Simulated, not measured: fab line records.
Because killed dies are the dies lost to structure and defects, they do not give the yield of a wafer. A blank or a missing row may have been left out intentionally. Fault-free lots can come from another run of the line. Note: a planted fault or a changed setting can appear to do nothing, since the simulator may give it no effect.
Which of the tools did it?    flow sky130    Sampling: 24 lots, 72 wafers, 4 of 708 route steps

## WHAT EACH GAUGE READ, for each wafer
SKY_NWELL_THK_MEAS_02. Usual: NWELL_OXIDATION_THK 9.98 nm, standard deviation 0.21.
lot   measured     on             NWELL_OXIDATION_THK (nm)  flag
L074  day 2 15:22  film metro-04  10.32 10.31 10.03         
L075  day 2 20:01  film metro-04  9.91 10.06 9.95           
L076  day 3 00:24  film metro-02  10.39 10.38 10.21         
L077  day 3 02:09  film metro-03  9.85 9.90 9.88            
L078  day 3 08:45  film metro-03  9.98 10.08 9.95           
L079  day 3 16:34  film metro-03  10.03 9.92 10.03          
L080  day 4 00:05  film metro-02  10.15 10.27 10.08         
L081  day 4 16:26  film metro-02  9.79 9.87 9.67            
L083  day 4 16:26  film metro-04  9.80 9.82 9.77            
L082  day 4 16:26  film metro-03  9.91 9.81 9.78            
L084  day 4 21:43  film metro-03  9.84 9.88 9.70            
L085  day 5 00:23  film metro-04  9.90 10.07 10.11          
L086  day 5 06:38  film metro-02  10.09 9.95 9.96           
L087  day 5 13:46  film metro-02  10.47 10.43 10.40         
L088  day 5 15:11  film metro-02  9.65 9.59 9.67            
L089  day 5 20:46  film metro-03  10.31 10.38 10.36         
L090  day 6 02:38  film metro-04  9.88 9.69 9.85            
L091  day 6 06:55  film metro-04  10.06 9.96 10.07          
L092  day 6 11:09  film metro-02  9.62 9.76 9.81            
L093  day 6 18:28  film metro-03  10.03 9.82 10.05          
L094  day 6 19:50  film metro-04  9.89 9.87 9.74            
L095  day 7 01:49  film metro-02  10.05 10.03 10.07         
L096  day 7 08:47  film metro-03  9.97 9.97 10.13           
L097  day 7 11:42  film metro-02  10.00 9.99 10.07          

SKY_LDD_P_OVL_MEAS_08. Usual: LDD_P_OVL -0.3 nm, standard deviation 1.3.
lot   measured      on          LDD_P_OVL (nm)  flag
L074  day 18 22:28  overlay-01  1.0 -2.8 -0.6   
L075  day 19 09:08  overlay-02  -1.6 -2.1 -2.5  
L076  day 19 14:26  overlay-01  -0.5 -1.6 -0.8  
L077  day 19 18:11  overlay-02  0.0 -2.2 0.6    
L078  day 21 04:35  overlay-02  0.0 -0.2 -0.6   
L079  day 22 03:58  overlay-02  0.2 1.8 -0.7    
L080  day 22 03:17  overlay-01  -2.4 -2.3 -1.1  
L081  day 22 22:38  overlay-02  0.0 0.5 0.3     
L083  day 22 19:59  overlay-01  0.8 1.2 -0.9    
L082  day 22 17:14  overlay-02  1.6 1.4 -0.3    
L084  day 23 04:29  overlay-01  1.4 1.9 1.8     
L085  day 23 11:05  overlay-02  -1.0 -0.6 -1.1  
L086  day 23 22:59  overlay-01  -0.3 -0.9 1.4   
L087  day 24 07:41  overlay-02  -0.6 -0.4 -2.9  
L088  day 24 11:11  overlay-02  -0.5 -2.2 -2.9  
L089  day 24 17:23  overlay-01  1.2 -1.0 -0.1   
L090  day 25 06:52  overlay-01  -0.4 0.2 0.1    
L091  day 25 12:09  overlay-02  -2.5 -1.8 0.2   
L092  day 25 19:50  overlay-01  -0.1 -2.2 -2.2  
L093  day 26 02:07  overlay-02  0.7 1.3 1.1     
L094  day 26 06:49  overlay-02  -1.3 -2.4 -1.5  
L095  day 26 16:05  overlay-02  1.4 1.5 2.3     
L096  day 27 00:59  overlay-02  1.5 1.6 2.6     
L097  day 27 06:19  overlay-02  0.0 -0.6 -1.3   

## TOOL THAT RAN EACH LOT (tool first, then ch and the chambers of the sampled wafers, then the start)
lot   SKY_FIELD_ISO_ETCH_15              SKY_NWELL_STRIP_14
L074  rie diel-03 ch 1,2,3, day 2 08:30  plasma asher-04 ch 0,1, day 4 15:15
L075  rie diel-01 ch 2,3, day 2 12:19    plasma asher-04 ch 0,1, day 4 21:11
L076  rie diel-02 ch 2,3, day 2 17:09    plasma asher-03 ch 0,1, day 5 02:03
L077  rie diel-01 ch 0,2, day 2 19:08    plasma asher-02 ch 0,1, day 5 03:26
L078  rie diel-03 ch 1,2,3, day 3 01:57  plasma asher-02 ch 0,1, day 5 12:17
L079  rie diel-02 ch 0,2, day 3 10:53    plasma asher-03 ch 0,1, day 5 20:23
L080  rie diel-01 ch 2,3, day 3 17:54    plasma asher-04 ch 0,1, day 6 04:51
L081  rie diel-03 ch 1,2,3, day 4 05:12  plasma asher-04 ch 0,1, day 6 23:26
L083  rie diel-01 ch 2,3, day 4 06:01    plasma asher-03 ch 0,1, day 7 00:08
L082  rie diel-03 ch 0,1,2, day 4 06:02  plasma asher-03 ch 0,1, day 6 22:51
L084  rie diel-01 ch 1,2,3, day 4 12:27  plasma asher-03 ch 0, day 7 04:51
L085  rie diel-01 ch 0,1,2, day 4 16:25  plasma asher-02 ch 0,1, day 7 08:42
L086  rie diel-01 ch 0,3, day 4 22:40    plasma asher-02 ch 0,1, day 7 16:24
L087  rie diel-02 ch 0,1,3, day 5 06:36  plasma asher-04 ch 0,1, day 8 00:00
L088  rie diel-03 ch 0,1,3, day 5 07:02  plasma asher-03 ch 0,1, day 8 02:15
L089  rie diel-01 ch 1,2,3, day 5 13:06  plasma asher-04 ch 0,1, day 8 08:00
L090  rie diel-01 ch 0,1,3, day 5 18:43  plasma asher-04 ch 0,1, day 8 13:22
L091  rie diel-03 ch 0,2,3, day 6 00:08  plasma asher-04 ch 1, day 8 19:45
L092  rie diel-01 ch 0,2,3, day 6 03:50  plasma asher-03 ch 0,1, day 9 00:23
L093  rie diel-02 ch 0,1,2, day 6 09:30  plasma asher-03 ch 0,1, day 9 07:00
L094  rie diel-01 ch 0,1,3, day 6 13:12  plasma asher-02 ch 0,1, day 9 08:42
L095  rie diel-03 ch 0,1,3, day 6 17:57  plasma asher-03 ch 1, day 9 15:55
L096  rie diel-01 ch 0,1, day 7 00:03    plasma asher-04 ch 0,1, day 9 23:32
L097  rie diel-03 ch 1,2,3, day 7 03:59  plasma asher-04 ch 0,1, day 10 02:56
- SKY_FIELD_ISO_ETCH_15: etches the open film in CHF3/O2, stops on Si, target depth 180 nm, time 72 s.
- SKY_NWELL_STRIP_14: strips in O2/N2.

## WHAT THE TOOLS THEMSELVES READ (means of the sampled wafers that have a number; where no wafer has one, the mark that the record gives instead)
SKY_FIELD_ISO_ETCH_15. Usual: chamber pressure mTorr 40.00 mTorr, standard deviation 0.036; drypump motor current A 5.85 A, standard deviation 0.27; oes product au 0.951 a.u., standard deviation 0.0064; rf fwd power W 595.2 W, standard deviation 2.1; throttle valve pct 8.845 %, standard deviation 0.0098.
lot   tool         chamber pressure mTorr (mTorr)  drypump motor current A (A)  oes product au (a.u.)  rf fwd power W (W)  throttle valve pct (%)  flag
L074  rie diel-03  40.02                           5.87                         0.947                  594.5               8.826                   
L075  rie diel-01  40.00                           5.89                         0.959                  595.4               8.853                   
L076  rie diel-02  40.01                           6.38                         0.952                  595.4               8.847                   
L077  rie diel-01  40.02                           5.90                         0.946                  596.0               8.840                   
L078  rie diel-03  40.01                           5.86                         0.946                  596.3               8.849                   
L079  rie diel-02  40.00                           5.62                         0.951                  596.8               8.847                   
L080  rie diel-01  39.99                           5.75                         0.956                  595.9               8.852                   
L081  rie diel-03  40.00                           5.85                         0.957                  594.3               8.851                   
L083  rie diel-01  39.99                           5.77                         0.956                  594.8               8.843                   
L082  rie diel-03  40.00                           5.99                         0.954                  595.4               8.830                   
L084  rie diel-01  39.98                           5.81                         0.952                  595.8               8.845                   
L085  rie diel-01  40.00                           5.82                         0.952                  594.4               8.853                   
L086  rie diel-01  40.01                           5.65                         0.949                  594.3               8.842                   
L087  rie diel-02  40.03                           5.84                         0.955                  596.7               8.843                   
L088  rie diel-03  40.00                           6.02                         0.947                  593.8               8.847                   
L089  rie diel-01  39.98                           5.80                         0.945                  595.1               8.848                   
L090  rie diel-01  39.96                           5.68                         0.958                  594.9               8.843                   
L091  rie diel-03  39.96                           5.88                         0.952                  593.2               8.851                   
L092  rie diel-01  40.01                           5.79                         0.953                  595.3               8.848                   
L093  rie diel-02  40.03                           5.66                         0.953                  595.7               8.850                   
L094  rie diel-01  39.99                           5.69                         0.945                  594.2               8.834                   
L095  rie diel-03  40.02                           6.04                         0.955                  595.5               8.841                   
L096  rie diel-01  40.04                           5.71                         0.950                  595.7               8.850                   
L097  rie diel-03  40.00                           5.85                         0.947                  597.1               8.847                   

SKY_NWELL_STRIP_14. Usual: chamber pressure mTorr 1499.9 mTorr, standard deviation 1.2; drypump motor current A 5.6 A, standard deviation 0.57; oes product au 0.722 a.u., standard deviation 0.0047; strip time to endpoint s 36.98 s, standard deviation 0.098.
lot   tool             chamber pressure mTorr (mTorr)  drypump motor current A (A)  oes product au (a.u.)  strip time to endpoint s (s)  flag
L074  plasma asher-04  1500.3                          5.8                          0.720                  36.97                         
L075  plasma asher-04  1500.6                          5.8                          0.724                  36.97                         
L076  plasma asher-03  1500.1                          5.3                          0.725                  36.85                         
L077  plasma asher-02  1498.9                          5.9                          0.723                  37.02                         
L078  plasma asher-02  1500.4                          5.9                          0.722                  36.97                         
L079  plasma asher-03  1499.5                          5.7                          0.720                  36.87                         
L080  plasma asher-04  1500.5                          5.8                          0.726                  36.81                         
L081  plasma asher-04  1500.1                          5.4                          0.722                  36.90                         
L083  plasma asher-03  1500.0                          5.3                          0.723                  37.08                         
L082  plasma asher-03  1500.2                          5.3                          0.724                  36.96                         
L084  plasma asher-03  1500.0                          4.8                          0.719                  37.09                         
L085  plasma asher-02  1499.9                          5.8                          0.723                  36.99                         
L086  plasma asher-02  1499.9                          5.9                          0.724                  37.03                         
L087  plasma asher-04  1501.3                          5.8                          0.720                  36.89                         
L088  plasma asher-03  1500.1                          5.3                          0.722                  37.06                         
L089  plasma asher-04  1499.2                          5.8                          0.723                  36.89                         
L090  plasma asher-04  1500.2                          5.4                          0.722                  37.09                         
L091  plasma asher-04  1499.2                          5.0                          0.718                  36.93                         
L092  plasma asher-03  1500.1                          5.7                          0.720                  36.97                         
L093  plasma asher-03  1499.5                          5.7                          0.723                  37.04                         
L094  plasma asher-02  1500.3                          5.9                          0.730                  36.97                         
L095  plasma asher-03  1500.4                          6.1                          0.721                  37.12                         
L096  plasma asher-04  1500.6                          5.4                          0.723                  36.96                         
L097  plasma asher-04  1499.4                          5.8                          0.716                  37.15                         

## THE ANSWER, worked out from the rows above alone
Rule: lot off if the mean of its wafers having a number is beyond 3 standard deviations from the usual mean. Also off: a lot with no number at a reading for which 4 or more lots have one. Where the step has rows for the other lots, those lots are counted as sound. First the gauges in route order, then the tools' own readings, where a lot's mean is used as printed above. The first step at which some lot is off is used, and at that step the reading that is off furthest; a lot without a number counts as furthest.
No lot is off at any reading shown: from this, nothing can be told.

## WHAT WAS PUT IN BY THE SIMULATOR
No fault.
